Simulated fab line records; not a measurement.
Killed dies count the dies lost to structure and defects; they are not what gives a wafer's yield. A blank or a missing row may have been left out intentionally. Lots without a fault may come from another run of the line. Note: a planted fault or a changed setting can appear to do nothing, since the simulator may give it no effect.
Which of the tools did it? ; flow gf180mcu ; 14 lots, 42 wafers sampled, at 6 steps of a route of 602

WHAT THE GAUGES READ, wafer by wafer
GF_STI_THK_MEAS_30.
lot;measured;on;STI_OXIDATION_02_THK (nm)
L207;day 2 11:23;film-metro-01;9.78 9.78 9.64
L208;day 2 15:55;film-metro-02;9.96 10.12 10.10
L212;day 3 12:53;film-metro-02;9.79 9.89 10.06
L213;day 3 22:44;film-metro-01;10.14 10.09 10.10
L214;day 4 02:42;film-metro-02;9.89 9.58 9.60
L215;day 4 04:19;film-metro-02;9.57 9.55 9.54
L216;day 4 08:48;film-metro-01;9.93 10.36 10.25
L217;day 4 14:36;film-metro-02;9.84 9.74 9.84
L218;day 4 22:18;film-metro-01;9.75 9.86 9.77
L219;day 5 01:33;film-metro-02;9.65 9.71 9.64
L224;day 6 05:12;film-metro-02;9.72 9.91 9.77
L226;day 6 13:16;film-metro-02;9.83 9.91 9.97
L227;day 6 18:12;film-metro-04;9.92 10.02 9.96
L229;day 7 05:29;film-metro-04;9.78 9.88 9.77

GF_MVPSD_TW_MEAS_11.
lot;measured;on;MVPSD_TW
L207;day 5 08:31;film-metro-04;549 544 550
L208;day 5 12:29;film-metro-01;557 553 553
L212;day 6 11:58;film-metro-01;561 558 558
L213;day 7 01:55;film-metro-04;556 556 553
L214;day 7 06:27;film-metro-03;557 556 555
L215;day 7 09:11;film-metro-04;554 553 557
L216;day 7 13:42;film-metro-01;600 601 601 603 603 602
L217;day 7 19:23;film-metro-03;606 603 604 603 605 604
L218;day 8 05:19;film-metro-03;606 604 602 603 604 608
L219;day 8 09:28;film-metro-01;596 598 601 598 599 600
L224;day 9 17:40;film-metro-01;550 549 551
L226;day 10 02:58;film-metro-04;550 551 554
L227;day 10 08:20;film-metro-03;558 555 557
L229;day 10 21:13;film-metro-01;554 552 550

GF_VT_IMPLANT_TW_MEAS_10.
lot;measured;on;VT_IMPLANT_TW
L207;day 5 23:40;film-metro-03;572 571 568
L208;day 6 03:23;film-metro-04;567 567 563
L212;day 7 02:58;film-metro-03;565 567 566
L213;day 7 18:07;film-metro-03;569 568 568
L214;day 7 23:03;film-metro-02;561 562 559
L215;day 8 01:21;film-metro-02;559 555 557
L216;day 8 06:38;film-metro-03;567 570 568
L217;day 8 12:02;film-metro-03;567 568 569
L218;day 8 22:43;film-metro-02;559 558 558
L219;day 9 02:40;film-metro-04;566 567 567
L224;day 10 11:46;film-metro-02;563 560 565
L226;day 10 21:33;film-metro-03;566 562 567
L227;day 11 02:56;film-metro-02;562 563 563
L229;day 11 15:26;film-metro-04;562 567 564

GF_VT_IMPLANT_OVL_MEAS_18.
lot;measured;on;VT_IMPLANT_01_OVL (nm)
L207;day 6 14:56;overlay-02;-0.8 0.1 0.0
L208;day 6 18:50;overlay-02;-0.4 -0.1 0.0
L212;day 7 19:38;overlay-02;-1.9 -2.2 -1.0
L213;day 8 10:14;overlay-01;-1.3 -1.3 -2.7
L214;day 8 15:42;overlay-01;2.0 1.8 0.7
L215;day 8 18:33;overlay-02;-0.9 0.0 -1.1
L216;day 8 23:29;overlay-02;0.5 0.6 -0.7
L217;day 9 04:05;overlay-01;-1.4 -0.8 0.0
L218;day 9 15:44;overlay-02;0.4 0.3 0.0
L219;day 9 20:16;overlay-02;-0.5 0.7 -1.1
L224;day 11 05:08;overlay-02;-0.4 0.1 -1.3
L226;day 11 16:28;overlay-01;-1.5 0.8 0.3
L227;day 11 22:17;overlay-01;-1.4 0.8 -0.3
L229;day 12 10:23;overlay-02;0.0 -1.0 -0.5

GF_VT_IMPLANT_RS_MEAS_49: uses a four-point probe to measure.
lot;measured;on;MVPSD_RS (ohm/sq)
L207;day 8 00:17;film-metro-03;1175 1178 1173
L208;day 8 04:36;film-metro-03;1170 1170 1168
L212;day 9 05:14;film-metro-03;1168 1166 1166
L213;day 9 22:53;film-metro-03;1171 1169 1169
L214;day 10 03:51;film-metro-01;1171 1174 1169
L215;day 10 07:03;film-metro-03;1170 1169 1166
L216;day 10 12:00;film-metro-04;1002 1003 1004 1005 1004 1004
L217;day 10 16:59;film-metro-04;1009 1008 1010 1008 1008 1010
L218;day 11 04:17;film-metro-01;1006 1002 1004 1007 1004 1005
L219;day 11 09:50;film-metro-04;1005 1006 1005 1008 1007 1008
L224;day 12 20:48;film-metro-01;1171 1169 1171
L226;day 13 07:44;film-metro-01;1172 1170 1167
L227;day 13 15:08;film-metro-01;1165 1164 1163
L229;day 14 03:49;film-metro-04;1173 1175 1173

TOOL THAT RAN EACH LOT (tool first, then ch and the chambers of the sampled wafers, then the start)
lot;GF_MVPSD_IMPLANT_08
L207;implanter-02 ch 0, day 5 08:07
L208;implanter-04 ch 0, day 5 12:05
L212;implanter-02 ch 0, day 6 11:34
L213;implanter-02 ch 0, day 7 01:31
L214;implanter-04 ch 0, day 7 06:06
L215;implanter-04 ch 0, day 7 08:50
L216;implanter-02 ch 0, day 7 13:20
L217;implanter-02 ch 0, day 7 19:01
L218;implanter-02 ch 0, day 8 04:55
L219;implanter-02 ch 0, day 8 09:04
L224;implanter-03 ch 0, day 9 17:16
L226;implanter-03 ch 0, day 10 02:34
L227;implanter-04 ch 0, day 10 07:56
L229;implanter-04 ch 0, day 10 20:50
- GF_MVPSD_IMPLANT_08

WHAT THE TOOLS THEMSELVES READ (means of the sampled wafers that have a number; where no wafer has one, the mark that the record gives instead)
GF_MVPSD_IMPLANT_08.
lot;tool;dose-ions-cm2;faraday-current-uA
L207;implanter-02;1.4997e+13;84.7
L208;implanter-04;1.5013e+13;84.2
L212;implanter-02;1.5001e+13;85.8
L213;implanter-02;1.4995e+13;84.2
L214;implanter-04;1.5012e+13;84.4
L215;implanter-04;1.4993e+13;84.6
L216;implanter-02;2.0232e+13;114.6
L217;implanter-02;2.0231e+13;113.1
L218;implanter-02;2.0240e+13;115.3
L219;implanter-02;2.0226e+13;111.5
L224;implanter-03;1.4994e+13;86.6
L226;implanter-03;1.5010e+13;83.9
L227;implanter-04;1.5002e+13;83.7
L229;implanter-04;1.4973e+13;83.7

THE ANSWER, worked out from the rows above alone
Rule: the usual values come from the lots themselves. Put in order of their means at a reading, lots are off if they are a third of the lots or fewer, leave a main group of 4 or more, and stand apart from it by a gap of 3 or more times the standard deviation of the main group's means; of several such gaps the widest counts. Not used: any main group whose means are identical at the precision the tables above print for the reading. Also off: a lot with no number at a reading for which 4 or more lots have one. All remaining lots with rows at the step are treated as sound. Order of review: gauges by route order, followed by the tools' own readings, for which a lot's mean as printed above is used. At the first step where some lot is off, the reading lying furthest off is the one used; lots without a number count as furthest.
Off: L216, L217, L218, L219, seen at GF_MVPSD_TW_MEAS_11 (MVPSD_TW). The main group has a mean of 554 with a standard deviation of 3.2.
If a tool, at a process step before that reading, ran all the lots that are off and no sound lot after the first of them, it fits. The gauges at GF_MVPSD_TW_MEAS_11 aren't tried: what is off there is off at GF_MVPSD_IMPLANT_08 too, on other tools, and a gauge's error can't cause that. One fits: GF_MVPSD_IMPLANT_08 on implanter-02. Its last sound lot is L213 (day 7 01:31), its first lot that is off L216 (day 7 13:20): a fault that began between those two fits.
The tool's own readings at GF_MVPSD_IMPLANT_08 bear it out: on the lots that are off they differ by more than 5 times the standard deviation of the sound lots' means. dose-ions-cm2 reads 2.0232e+13 there against 1.4999e+13 on the sound lots; faraday-current-uA reads 113.6 there against 84.6 on the sound lots.

WHAT THE SIMULATOR HAD INSERTED
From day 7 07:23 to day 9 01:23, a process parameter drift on implanter-02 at GF_MVPSD_IMPLANT_08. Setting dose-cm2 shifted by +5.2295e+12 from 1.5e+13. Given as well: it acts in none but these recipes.
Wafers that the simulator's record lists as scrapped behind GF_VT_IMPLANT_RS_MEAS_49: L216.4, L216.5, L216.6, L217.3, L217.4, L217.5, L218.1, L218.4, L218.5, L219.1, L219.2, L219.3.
Shown lots that were struck: L216, L217, L218, L219. Same finding as the rule above.
